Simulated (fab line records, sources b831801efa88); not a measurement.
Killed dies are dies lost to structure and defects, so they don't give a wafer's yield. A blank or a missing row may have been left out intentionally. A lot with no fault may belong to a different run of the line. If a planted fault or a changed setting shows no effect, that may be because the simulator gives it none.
Chamber matching / flow gf180mcu / cmp-02 running GF_V3_CMP_26: 4 sister chambers
The step polishes, stops on SiO2, t overpolish 15 s, target thk 0 nm. 8 wafers are shown with their chamber, then 12 later ones without.

== WAFERS WITH THEIR CHAMBER ==
wafer=L084.1; chamber=3; time_to_endpoint_s (s)=92; motor_current_A (A)=9.4
wafer=L088.1; chamber=1; time_to_endpoint_s (s)=86; motor_current_A (A)=9.9
wafer=L088.3; chamber=2; time_to_endpoint_s (s)=92; motor_current_A (A)=11.6
wafer=L089.3; chamber=3; time_to_endpoint_s (s)=91; motor_current_A (A)=10.4
wafer=L089.6; chamber=0; time_to_endpoint_s (s)=84; motor_current_A (A)=9.8
wafer=L091.1; chamber=2; time_to_endpoint_s (s)=85; motor_current_A (A)=11.3
wafer=L091.2; chamber=1; time_to_endpoint_s (s)=83; motor_current_A (A)=10.0
wafer=L091.4; chamber=0; time_to_endpoint_s (s)=81; motor_current_A (A)=10.2

== WAFERS MISSING THEIR CHAMBER ==
wafer=L092.3; time_to_endpoint_s (s)=83; motor_current_A (A)=9.7
wafer=L092.5; time_to_endpoint_s (s)=88; motor_current_A (A)=11.1
wafer=L092.6; time_to_endpoint_s (s)=84; motor_current_A (A)=9.6
wafer=L094.3; time_to_endpoint_s (s)=91; motor_current_A (A)=11.3
wafer=L094.5; time_to_endpoint_s (s)=85; motor_current_A (A)=10.5
wafer=L094.6; time_to_endpoint_s (s)=91; motor_current_A (A)=11.5
wafer=L095.1; time_to_endpoint_s (s)=85; motor_current_A (A)=9.4
wafer=L095.2; time_to_endpoint_s (s)=83; motor_current_A (A)=10.1
wafer=L095.3; time_to_endpoint_s (s)=92; motor_current_A (A)=10.6
wafer=L097.1; time_to_endpoint_s (s)=88; motor_current_A (A)=11.5
wafer=L097.5; time_to_endpoint_s (s)=89; motor_current_A (A)=10.5
wafer=L097.6; time_to_endpoint_s (s)=88; motor_current_A (A)=11.3

== WHICH CHAMBER EACH ONE RAN IN ==
wafer=L092.3; from the rows above=can't be placed: 0 or 1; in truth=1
wafer=L092.5; from the rows above=2; in truth=2
wafer=L092.6; from the rows above=can't be placed: 1 or 0 or 3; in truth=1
wafer=L094.3; from the rows above=2; in truth=2
wafer=L094.5; from the rows above=can't be placed: 1 or 0 or 2 or 3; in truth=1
wafer=L094.6; from the rows above=2; in truth=2
wafer=L095.1; from the rows above=can't be placed: 1 or 0 or 3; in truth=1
wafer=L095.2; from the rows above=can't be placed: 0 or 1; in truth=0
wafer=L095.3; from the rows above=can't be placed: 3 or 2 or 1 or 0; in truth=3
wafer=L097.1; from the rows above=2; in truth=2
wafer=L097.5; from the rows above=can't be placed: 3 or 1 or 2 or 0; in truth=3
wafer=L097.6; from the rows above=2; in truth=2
5 of 12 placed correctly. Not placeable from these rows: 7 (in 7, the candidates include the true chamber). Wrongly placed: 0.
How it was worked out, from the rows above alone: a wafer's distance from a chamber is the root of the sum, over the readings, of the square of ((its reading less the chamber's mean) divided by the reading's scatter). The wafer belongs to the nearest chamber; if the next one is less than 2 further off, it can't be placed. The mean given for a chamber averages the wafers shown for that chamber. How the scatter is found: for the shown wafers, subtract from each reading the mean of its chamber, square and add these, divide the total by (wafers less chambers), then take the root.
